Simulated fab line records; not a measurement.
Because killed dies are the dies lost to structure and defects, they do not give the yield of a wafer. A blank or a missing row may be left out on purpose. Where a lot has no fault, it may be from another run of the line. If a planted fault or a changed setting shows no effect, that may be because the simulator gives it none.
What tool caused it? :: flow sky130 :: 72 wafers from 24 lots sampled at 6 of the route's 708 steps

WHAT THE GAUGES SHOWED, per wafer
SKY_POLY_GATE_CD_MEAS_22. Usual: cd_nm 149.2 nm, standard deviation 2.7.
lot: L074
measured: day 17 14:30
on: cd_sem-02
cd_nm (nm): 151.0 149.2 150.5
flag: 

lot: L075
measured: day 17 20:02
on: cd_sem-02
cd_nm (nm): 147.5 147.0 147.8
flag: 

lot: L076
measured: day 18 04:08
on: cd_sem-01
cd_nm (nm): 146.7 149.8 150.6
flag: 

lot: L077
measured: day 19 09:14
on: cd_sem-02
cd_nm (nm): 147.3 147.4 146.4
flag: 

lot: L078
measured: day 19 14:34
on: cd_sem-01
cd_nm (nm): 149.5 151.5 150.6
flag: 

lot: L079
measured: day 19 16:08
on: cd_sem-02
cd_nm (nm): 152.0 151.2 149.7
flag: 

lot: L080
measured: day 20 01:26
on: cd_sem-02
cd_nm (nm): 148.5 152.1 149.0
flag: 

lot: L081
measured: day 20 17:11
on: cd_sem-01
cd_nm (nm): 148.0 150.8 148.4
flag: 

lot: L082
measured: day 20 22:41
on: cd_sem-01
cd_nm (nm): 151.1 148.4 151.0
flag: 

lot: L083
measured: day 21 02:02
on: cd_sem-01
cd_nm (nm): 153.0 154.4 152.2
flag: 

lot: L084
measured: day 21 18:39
on: cd_sem-02
cd_nm (nm): 150.1 149.0 145.8
flag: 

lot: L085
measured: day 22 04:32
on: cd_sem-01
cd_nm (nm): 152.2 151.4 150.0
flag: 

lot: L086
measured: day 22 15:16
on: cd_sem-01
cd_nm (nm): 147.2 147.1 150.7
flag: 

lot: L088
measured: day 23 01:49
on: cd_sem-02
cd_nm (nm): 153.1 150.8 151.7
flag: 

lot: L087
measured: day 23 04:24
on: cd_sem-02
cd_nm (nm): 147.8 146.2 144.9
flag: 

lot: L089
measured: day 23 08:33
on: cd_sem-01
cd_nm (nm): 152.4 154.2 150.5
flag: 

lot: L090
measured: day 23 19:28
on: cd_sem-01
cd_nm (nm): 149.6 153.3 154.3
flag: 

lot: L091
measured: day 24 01:29
on: cd_sem-02
cd_nm (nm): 151.3 145.2 148.2
flag: 

lot: L092
measured: day 24 09:55
on: cd_sem-01
cd_nm (nm): 150.0 151.3 150.5
flag: 

lot: L093
measured: day 24 13:32
on: cd_sem-01
cd_nm (nm): 145.9 147.5 145.4
flag: 

lot: L094
measured: day 24 20:31
on: cd_sem-02
cd_nm (nm): 145.9 144.1 146.4
flag: 

lot: L095
measured: day 25 09:59
on: cd_sem-02
cd_nm (nm): 144.6 149.5 147.8
flag: 

lot: L096
measured: day 25 17:03
on: cd_sem-02
cd_nm (nm): 148.2 146.6 149.6
flag: 

lot: L097
measured: day 25 22:04
on: cd_sem-01
cd_nm (nm): 150.8 146.3 152.4
flag: 

SKY_LDD_LDN_TW_MEAS_13. Usual: for LDD_LDN_TW the level is 1478 and the standard deviation is 9.5.
lot: L074
measured: day 24 12:05
on: film_metro-03
LDD_LDN_TW: 1480 1474 1475
flag: 

lot: L075
measured: day 24 17:46
on: film_metro-01
LDD_LDN_TW: 1460 1460 1473
flag: 

lot: L076
measured: day 25 01:20
on: film_metro-01
LDD_LDN_TW: 1461 1455 1459
flag: 

lot: L077
measured: day 26 04:47
on: film_metro-03
LDD_LDN_TW: 1481 1480 1477
flag: 

lot: L078
measured: day 26 06:43
on: film_metro-02
LDD_LDN_TW: 1481 1500 1488
flag: 

lot: L079
measured: day 26 08:42
on: film_metro-02
LDD_LDN_TW: 1486 1487 1486
flag: 

lot: L080
measured: day 26 17:08
on: film_metro-03
LDD_LDN_TW: 1481 1477 1479
flag: 

lot: L081
measured: day 27 07:54
on: film_metro-03
LDD_LDN_TW: 1483 1485 1483
flag: 

lot: L082
measured: day 27 12:28
on: film_metro-03
LDD_LDN_TW: 1487 1483 1487
flag: 

lot: L083
measured: day 27 16:23
on: film_metro-02
LDD_LDN_TW: 1488 1487 1485
flag: 

lot: L084
measured: day 28 07:50
on: film_metro-01
LDD_LDN_TW: 1471 1473 1466
flag: 

lot: L085
measured: day 28 16:24
on: film_metro-03
LDD_LDN_TW: 1480 1474 1486
flag: 

lot: L086
measured: day 28 23:15
on: film_metro-02
LDD_LDN_TW: 1488 1497 1485
flag: 

lot: L088
measured: day 29 09:13
on: film_metro-03
LDD_LDN_TW: 1476 1479 1471
flag: 

lot: L087
measured: day 29 12:46
on: film_metro-03
LDD_LDN_TW: 1475 1471 1475
flag: 

lot: L089
measured: day 29 15:04
on: film_metro-03
LDD_LDN_TW: 1475 1480 1481
flag: 

lot: L090
measured: day 30 01:59
on: film_metro-02
LDD_LDN_TW: 1488 1493 1488
flag: 

lot: L091
measured: day 30 05:06
on: film_metro-01
LDD_LDN_TW: 1464 1466 1467
flag: 

lot: L092
measured: day 30 12:02
on: film_metro-01
LDD_LDN_TW: 1473 1471 1468
flag: 

lot: L093
measured: day 30 17:41
on: film_metro-01
LDD_LDN_TW: 1470 1474 1474
flag: 

lot: L094
measured: day 31 02:29
on: film_metro-02
LDD_LDN_TW: 1487 1483 1490
flag: 

lot: L095
measured: day 31 10:47
on: film_metro-02
LDD_LDN_TW: 1481 1486 1473
flag: 

lot: L096
measured: day 31 17:15
on: film_metro-02
LDD_LDN_TW: 1484 1494 1483
flag: 

lot: L097
measured: day 32 00:38
on: film_metro-01
LDD_LDN_TW: 1466 1463 1475
flag: 

SKY_POLY_CUT_CD_MEAS_08: the cd target is 270 nm. Usual: cd_nm 269.7 nm, standard deviation 1.4.
lot: L074
measured: day 26 00:57
on: cd_sem-02
cd_nm (nm): 269.3 269.9 270.9
flag: 

lot: L075
measured: day 26 01:18
on: cd_sem-01
cd_nm (nm): 271.5 271.3 270.4
flag: 

lot: L076
measured: day 26 07:48
on: cd_sem-02
cd_nm (nm): 271.0 271.1 270.7
flag: 

lot: L077
measured: day 27 11:42
on: cd_sem-02
cd_nm (nm): 270.9 271.8 270.5
flag: 

lot: L078
measured: day 27 13:37
on: cd_sem-01
cd_nm (nm): 270.8 269.8 272.8
flag: 

lot: L079
measured: day 27 16:19
on: cd_sem-01
cd_nm (nm): 267.8 266.8 265.6
flag: 

lot: L080
measured: day 27 23:48
on: cd_sem-02
cd_nm (nm): 270.0 270.0 270.3
flag: 

lot: L081
measured: day 28 14:19
on: cd_sem-01
cd_nm (nm): 271.1 269.8 270.1
flag: 

lot: L082
measured: day 28 20:36
on: cd_sem-02
cd_nm (nm): 270.4 269.7 268.8
flag: 

lot: L083
measured: day 28 23:02
on: cd_sem-01
cd_nm (nm): 269.5 270.4 269.5
flag: 

lot: L084
measured: day 29 14:41
on: cd_sem-02
cd_nm (nm): 271.9 271.5 270.9
flag: 

lot: L085
measured: day 29 22:48
on: cd_sem-01
cd_nm (nm): 269.5 269.4 268.7
flag: 

lot: L086
measured: day 30 05:38
on: cd_sem-02
cd_nm (nm): 270.3 268.7 269.6
flag: 

lot: L088
measured: day 30 14:28
on: cd_sem-01
cd_nm (nm): 273.0 271.3 271.3
flag: 

lot: L087
measured: day 30 17:58
on: cd_sem-01
cd_nm (nm): 269.2 270.2 270.5
flag: 

lot: L089
measured: day 30 21:37
on: cd_sem-02
cd_nm (nm): 269.2 269.8 270.3
flag: 

lot: L090
measured: day 31 07:18
on: cd_sem-01
cd_nm (nm): 267.7 268.8 269.5
flag: 

lot: L091
measured: day 31 11:02
on: cd_sem-02
cd_nm (nm): 270.6 270.0 270.0
flag: 

lot: L092
measured: day 31 17:13
on: cd_sem-01
cd_nm (nm): 270.7 269.9 270.5
flag: 

lot: L093
measured: day 31 23:28
on: cd_sem-01
cd_nm (nm): 270.0 269.5 269.8
flag: 

lot: L094
measured: day 32 08:04
on: cd_sem-02
cd_nm (nm): 268.5 268.7 268.0
flag: 

lot: L095
measured: day 32 17:22
on: cd_sem-01
cd_nm (nm): 267.6 267.4 268.2
flag: 

lot: L096
measured: day 32 21:28
on: cd_sem-02
cd_nm (nm): 269.4 267.7 267.6
flag: 

lot: L097
measured: day 33 05:43
on: cd_sem-01
cd_nm (nm): 268.2 268.4 270.4
flag: 

SKY_SD_N_CD_MEAS_07: the cd target is 380 nm. Usual: cd_nm 379.9 nm, standard deviation 2.7.
lot: L074
measured: day 29 17:32
on: cd_sem-02
cd_nm (nm): 382.6 380.2 383.0
flag: 

lot: L075
measured: day 29 21:24
on: cd_sem-01
cd_nm (nm): 380.5 379.9 378.6
flag: 

lot: L076
measured: day 29 23:34
on: cd_sem-02
cd_nm (nm): 380.8 381.2 380.9
flag: 

lot: L077
measured: day 31 02:43
on: cd_sem-01
cd_nm (nm): 377.4 379.3 376.2
flag: 

lot: L078
measured: day 31 03:32
on: cd_sem-01
cd_nm (nm): 375.6 375.9 375.6
flag: 

lot: L079
measured: day 31 07:16
on: cd_sem-02
cd_nm (nm): 378.0 377.1 381.5
flag: 

lot: L080
measured: day 31 11:51
on: cd_sem-02
cd_nm (nm): 373.1 372.8 371.3
flag: 

lot: L081
measured: day 32 05:01
on: cd_sem-02
cd_nm (nm): 383.8 383.4 384.2
flag: 

lot: L082
measured: day 32 10:09
on: cd_sem-02
cd_nm (nm): 380.2 381.6 380.1
flag: 

lot: L083
measured: day 32 12:07
on: cd_sem-02
cd_nm (nm): 382.7 383.5 384.2
flag: 

lot: L084
measured: day 33 02:02
on: cd_sem-02
cd_nm (nm): 381.8 377.7 382.1
flag: 

lot: L085
measured: day 33 10:11
on: cd_sem-02
cd_nm (nm): 383.2 382.4 384.3
flag: 

lot: L086
measured: day 33 17:37
on: cd_sem-01
cd_nm (nm): 379.0 379.3 377.4
flag: 

lot: L088
measured: day 33 23:35
on: cd_sem-01
cd_nm (nm): 381.5 381.6 379.2
flag: 

lot: L087
measured: day 34 04:42
on: cd_sem-02
cd_nm (nm): 383.6 384.4 381.5
flag: 

lot: L089
measured: day 34 06:43
on: cd_sem-02
cd_nm (nm): 380.1 380.3 381.1
flag: 

lot: L090
measured: day 34 17:30
on: cd_sem-01
cd_nm (nm): 378.3 379.4 377.6
flag: 

lot: L091
measured: day 34 21:06
on: cd_sem-01
cd_nm (nm): 379.4 380.6 381.4
flag: 

lot: L092
measured: day 35 02:00
on: cd_sem-02
cd_nm (nm): 381.7 378.9 381.6
flag: 

lot: L093
measured: day 35 09:34
on: cd_sem-02
cd_nm (nm): 377.1 377.1 377.5
flag: 

lot: L094
measured: day 35 15:29
on: cd_sem-02
cd_nm (nm): 379.5 380.0 379.9
flag: 

lot: L095
measured: day 36 02:05
on: cd_sem-02
cd_nm (nm): 379.7 382.8 382.9
flag: 

lot: L096
measured: day 36 06:41
on: cd_sem-02
cd_nm (nm): 383.0 381.0 383.5
flag: 

lot: L097
measured: day 36 13:30
on: cd_sem-01
cd_nm (nm): 378.4 377.9 379.8
flag: 

SKY_SD_N_OVL_MEAS_08. Usual: for SD_N_OVL the level is -0.3 nm and the standard deviation is 1.3.
lot: L074
measured: day 29 17:39
on: overlay-02
SD_N_OVL (nm): -1.1 -3.1 -0.3
flag: 

lot: L075
measured: day 29 21:31
on: overlay-01
SD_N_OVL (nm): -1.8 -1.0 -0.7
flag: 

lot: L076
measured: day 29 23:41
on: overlay-02
SD_N_OVL (nm): 0.2 1.5 -0.7
flag: 

lot: L077
measured: day 31 02:50
on: overlay-01
SD_N_OVL (nm): -0.9 1.8 1.3
flag: 

lot: L078
measured: day 31 03:37
on: overlay-02
SD_N_OVL (nm): 0.2 1.2 0.3
flag: 

lot: L079
measured: day 31 07:23
on: overlay-02
SD_N_OVL (nm): -0.2 0.7 0.1
flag: 

lot: L080
measured: day 31 11:58
on: overlay-02
SD_N_OVL (nm): -2.9 -1.8 -1.1
flag: 

lot: L081
measured: day 32 05:08
on: overlay-02
SD_N_OVL (nm): 0.7 2.1 -0.2
flag: 

lot: L082
measured: day 32 10:16
on: overlay-02
SD_N_OVL (nm): -2.0 -0.7 -1.3
flag: 

lot: L083
measured: day 32 12:13
on: overlay-02
SD_N_OVL (nm): 1.9 1.7 1.5
flag: 

lot: L084
measured: day 33 02:09
on: overlay-01
SD_N_OVL (nm): -0.8 1.3 -1.5
flag: 

lot: L085
measured: day 33 10:18
on: overlay-02
SD_N_OVL (nm): 1.0 -1.5 0.4
flag: 

lot: L086
measured: day 33 17:44
on: overlay-01
SD_N_OVL (nm): 0.1 -1.8 -0.7
flag: 

lot: L088
measured: day 33 23:41
on: overlay-01
SD_N_OVL (nm): 1.1 -2.2 0.3
flag: 

lot: L087
measured: day 34 04:47
on: overlay-02
SD_N_OVL (nm): -0.1 1.1 1.5
flag: 

lot: L089
measured: day 34 06:50
on: overlay-02
SD_N_OVL (nm): -1.3 0.7 -2.2
flag: 

lot: L090
measured: day 34 17:37
on: overlay-01
SD_N_OVL (nm): -1.5 -1.7 -1.3
flag: 

lot: L091
measured: day 34 21:13
on: overlay-02
SD_N_OVL (nm): 1.0 -0.7 0.6
flag: 

lot: L092
measured: day 35 02:07
on: overlay-02
SD_N_OVL (nm): 2.0 0.8 0.4
flag: 

lot: L093
measured: day 35 09:41
on: overlay-01
SD_N_OVL (nm): -0.8 -1.0 -2.2
flag: 

lot: L094
measured: day 35 15:36
on: overlay-02
SD_N_OVL (nm): -1.1 -1.6 0.6
flag: 

lot: L095
measured: day 36 02:12
on: overlay-02
SD_N_OVL (nm): -1.9 -0.3 -1.6
flag: 

lot: L096
measured: day 36 06:47
on: overlay-01
SD_N_OVL (nm): 1.8 -1.5 0.6
flag: 

lot: L097
measured: day 36 13:37
on: overlay-01
SD_N_OVL (nm): -1.9 -1.7 -0.2
flag: 

SKY_SD_N_RS_MEAS_16: uses a four-point probe to measure. Usual: for SD_N_RS the level is 68.60 ohm/sq and the standard deviation is 0.13.
lot: L074
measured: day 29 18:22
on: film_metro-04
SD_N_RS (ohm/sq): 68.69 68.79 68.67
flag: 

lot: L075
measured: day 29 22:14
on: film_metro-03
SD_N_RS (ohm/sq): 68.67 68.62 68.52
flag: 

lot: L076
measured: day 30 00:24
on: film_metro-01
SD_N_RS (ohm/sq): 68.49 68.50 68.54
flag: 

lot: L077
measured: day 31 03:32
on: film_metro-03
SD_N_RS (ohm/sq): 68.62 68.51 68.57
flag: 

lot: L078
measured: day 31 04:26
on: film_metro-04
SD_N_RS (ohm/sq): 68.73 68.80 68.75
flag: 

lot: L079
measured: day 31 08:10
on: film_metro-04
SD_N_RS (ohm/sq): 68.88 68.66 68.81
flag: 

lot: L080
measured: day 31 12:45
on: film_metro-03
SD_N_RS (ohm/sq): 68.41 68.49 68.53
flag: 

lot: L081
measured: day 32 05:52
on: film_metro-01
SD_N_RS (ohm/sq): 68.52 68.40 68.48
flag: 

lot: L082
measured: day 32 11:04
on: film_metro-01
SD_N_RS (ohm/sq): 68.56 68.63 68.49
flag: 

lot: L083
measured: day 32 13:02
on: film_metro-03
SD_N_RS (ohm/sq): 68.49 68.60 68.52
flag: 

lot: L084
measured: day 33 02:52
on: film_metro-01
SD_N_RS (ohm/sq): 68.51 68.59 68.71
flag: 

lot: L085
measured: day 33 11:02
on: film_metro-03
SD_N_RS (ohm/sq): 68.47 68.72 68.70
flag: 

lot: L086
measured: day 33 18:29
on: film_metro-04
SD_N_RS (ohm/sq): 68.78 68.75 68.60
flag: 

lot: L088
measured: day 34 00:26
on: film_metro-04
SD_N_RS (ohm/sq): 68.76 68.86 68.68
flag: 

lot: L087
measured: day 34 05:32
on: film_metro-03
SD_N_RS (ohm/sq): 68.55 68.44 68.59
flag: 

lot: L089
measured: day 34 07:36
on: film_metro-03
SD_N_RS (ohm/sq): 68.52 68.60 68.54
flag: 

lot: L090
measured: day 34 18:20
on: film_metro-01
SD_N_RS (ohm/sq): 68.33 68.40 68.49
flag: 

lot: L091
measured: day 34 22:02
on: film_metro-01
SD_N_RS (ohm/sq): 68.50 68.67 68.56
flag: 

lot: L092
measured: day 35 02:50
on: film_metro-04
SD_N_RS (ohm/sq): 68.66 68.54 68.76
flag: 

lot: L093
measured: day 35 10:25
on: film_metro-04
SD_N_RS (ohm/sq): 68.88 68.69 68.79
flag: 

lot: L094
measured: day 35 16:19
on: film_metro-04
SD_N_RS (ohm/sq): 68.73 68.59 68.80
flag: 

lot: L095
measured: day 36 02:55
on: film_metro-01
SD_N_RS (ohm/sq): 68.42 68.49 68.66
flag: 

lot: L096
measured: day 36 07:31
on: film_metro-03
SD_N_RS (ohm/sq): 68.59 68.29 68.55
flag: 

lot: L097
measured: day 36 14:23
on: film_metro-01
SD_N_RS (ohm/sq): 68.64 68.72 68.53
flag: 

EACH LOT AND THE TOOL THAT RAN IT (in order: tool; ch and the chambers of the sampled wafers; start)
Record: no process step prior to these readings.

WHAT THE TOOLS THEMSELVES READ (means of the sampled wafers that have a number; where no wafer has one, the mark that the record gives instead)
The record holds no such reading with a usual standard deviation.

THE ANSWER, worked out from the rows above alone
Rule: take the mean of a lot's wafers that have a number; if it is more than 3 standard deviations from the usual mean, the lot is off. Also off: a lot with no number at a reading for which 4 or more lots have one. Where the step has rows for the other lots, those lots are counted as sound. First the gauges in route order, then the tools' own readings, where a lot's mean is used as printed above. At the first step where some lot is off, the reading lying furthest off is the one used; lots without a number count as furthest.
Nothing can be told from this: no lot is off at any reading shown.

WHAT THE SIMULATOR PUT IN
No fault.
